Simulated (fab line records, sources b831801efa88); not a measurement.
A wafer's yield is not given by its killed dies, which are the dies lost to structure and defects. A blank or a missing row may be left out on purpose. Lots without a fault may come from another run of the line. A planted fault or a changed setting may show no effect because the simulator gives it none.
Which of the tools did it? || flow sky130 || 9 lots, 27 wafers sampled, at 5 steps of a route of 708

WHAT THE GAUGES SHOWED, per wafer
SKY_CAP2M_RS_MEAS_03: a four-point-probe measurement.
{"lot": "L918", "measured": "day 41 11:46", "on": "film_metro-03", "CAP2M_TIN_RS (ohm/sq)": "6.96 6.95 6.94"}
{"lot": "L921", "measured": "day 41 13:05", "on": "film_metro-03", "CAP2M_TIN_RS (ohm/sq)": "6.94 6.82 6.85"}
{"lot": "L924", "measured": "day 41 14:07", "on": "film_metro-04", "CAP2M_TIN_RS (ohm/sq)": "6.97 6.97 6.96"}
{"lot": "L926", "measured": "day 42 09:14", "on": "film_metro-04", "CAP2M_TIN_RS (ohm/sq)": "6.91 6.92 6.93"}
{"lot": "L928", "measured": "day 43 12:05", "on": "film_metro-04", "CAP2M_TIN_RS (ohm/sq)": "6.95 7.00 6.94"}
{"lot": "L927", "measured": "day 43 13:05", "on": "film_metro-02", "CAP2M_TIN_RS (ohm/sq)": "8.36 8.24 8.29"}
{"lot": "L931", "measured": "day 44 12:07", "on": "film_metro-02", "CAP2M_TIN_RS (ohm/sq)": "8.36 8.25 8.25"}
{"lot": "L937", "measured": "day 45 18:59", "on": "film_metro-04", "CAP2M_TIN_RS (ohm/sq)": "7.03 6.88 6.88"}
{"lot": "L940", "measured": "day 45 18:51", "on": "film_metro-02", "CAP2M_TIN_RS (ohm/sq)": "6.94 6.83 6.88"}

TOOL THAT RAN EACH LOT (tool first, then ch and the chambers of the sampled wafers, then the start)
{"lot": "L918", "SKY_METAL3_STRIP_19": "plasma_asher-04 ch 0,1, day 40 08:33", "SKY_METAL4_SPUTTER_01": "pvd_sputter-04, day 41 11:26", "SKY_CAP2M_CVD_00": "pecvd-02 ch 1,2, day 41 11:34", "SKY_CAP2M_SPUTTER_02": "pvd_sputter-04, day 41 11:39"}
{"lot": "L921", "SKY_METAL3_STRIP_19": "plasma_asher-01 ch 0,1, day 40 09:28", "SKY_METAL4_SPUTTER_01": "pvd_sputter-04, day 41 12:44", "SKY_CAP2M_CVD_00": "pecvd-02 ch 1,2, day 41 12:52", "SKY_CAP2M_SPUTTER_02": "pvd_sputter-02, day 41 12:57"}
{"lot": "L924", "SKY_METAL3_STRIP_19": "plasma_asher-03 ch 0,1, day 40 10:17", "SKY_METAL4_SPUTTER_01": "pvd_sputter-01, day 41 13:48", "SKY_CAP2M_CVD_00": "pecvd-04 ch 0,1,2, day 41 13:56", "SKY_CAP2M_SPUTTER_02": "pvd_sputter-02, day 41 14:01"}
{"lot": "L926", "SKY_METAL3_STRIP_19": "plasma_asher-01 ch 0,1, day 41 06:25", "SKY_METAL4_SPUTTER_01": "pvd_sputter-01, day 42 08:55", "SKY_CAP2M_CVD_00": "pecvd-01 ch 0,1,2, day 42 09:02", "SKY_CAP2M_SPUTTER_02": "pvd_sputter-04, day 42 09:07"}
{"lot": "L928", "SKY_METAL3_STRIP_19": "plasma_asher-03 ch 0,1, day 42 09:20", "SKY_METAL4_SPUTTER_01": "pvd_sputter-04, day 43 11:45", "SKY_CAP2M_CVD_00": "pecvd-04 ch 1,2, day 43 11:53", "SKY_CAP2M_SPUTTER_02": "pvd_sputter-02, day 43 11:59"}
{"lot": "L927", "SKY_METAL3_STRIP_19": "plasma_asher-03 ch 0,1, day 42 09:57", "SKY_METAL4_SPUTTER_01": "pvd_sputter-03, day 43 12:46", "SKY_CAP2M_CVD_00": "pecvd-01 ch 0,1,2, day 43 12:54", "SKY_CAP2M_SPUTTER_02": "pvd_sputter-04, day 43 12:59"}
{"lot": "L931", "SKY_METAL3_STRIP_19": "plasma_asher-04 ch 0,1, day 43 10:23", "SKY_METAL4_SPUTTER_01": "pvd_sputter-03, day 44 11:47", "SKY_CAP2M_CVD_00": "pecvd-04 ch 0,1, day 44 11:55", "SKY_CAP2M_SPUTTER_02": "pvd_sputter-04, day 44 12:00"}
{"lot": "L937", "SKY_METAL3_STRIP_19": "plasma_asher-03 ch 1, day 44 17:26", "SKY_METAL4_SPUTTER_01": "pvd_sputter-04, day 45 18:38", "SKY_CAP2M_CVD_00": "pecvd-02 ch 0,2, day 45 18:46", "SKY_CAP2M_SPUTTER_02": "pvd_sputter-03, day 45 18:51"}
{"lot": "L940", "SKY_METAL3_STRIP_19": "plasma_asher-04 ch 0,1, day 44 17:37", "SKY_METAL4_SPUTTER_01": "pvd_sputter-03, day 45 18:31", "SKY_CAP2M_CVD_00": "pecvd-01 ch 0,2, day 45 18:38", "SKY_CAP2M_SPUTTER_02": "pvd_sputter-02, day 45 18:43"}
- SKY_METAL3_STRIP_19: strips in O2/N2.
- SKY_METAL4_SPUTTER_01: material TiN, target thk 20 nm, time 16.7 s.
- SKY_CAP2M_CVD_00: deposits SiO2, target thk 15.5 nm.
- SKY_CAP2M_SPUTTER_02: material TiN, target thk 200 nm, time 166.7 s.

THE ANSWER, worked out from the rows above alone
Rule: the lots themselves supply what counts as usual. The widest of any qualifying gaps counts: lots, ordered by their means at a reading, are off when they make up no more than a third of the lots, leave a main group of 4 or more, and stand apart from it by 3 or more times the standard deviation of that group's means. Not used: any main group whose means are identical at the precision the tables above print for the reading. Also off: a lot with no number at a reading for which 4 or more lots have one. All remaining lots with rows at the step are treated as sound.
Off: at SKY_CAP2M_RS_MEAS_03 (CAP2M_TIN_RS), L927, L931. The main group: mean 6.93 ohm/sq, standard deviation 0.035.
If a tool, at a process step before that reading, ran all the lots that are off and no sound lot after the first of them, it fits. Those tools and the gauges at SKY_CAP2M_RS_MEAS_03 are tried in the same way. One candidate fits, namely pvd_sputter-04 at SKY_CAP2M_SPUTTER_02. A fault onset in the window from L926 (day 42 09:07, its last sound lot) to L927 (day 43 12:59, its first lot off) fits.

WHAT WAS PUT IN BY THE SIMULATOR
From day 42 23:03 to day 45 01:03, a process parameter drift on pvd_sputter-04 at SKY_CAP2M_SPUTTER_02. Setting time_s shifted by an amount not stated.
Shown lots that were struck: L927, L931. This agrees with what the rule above found.
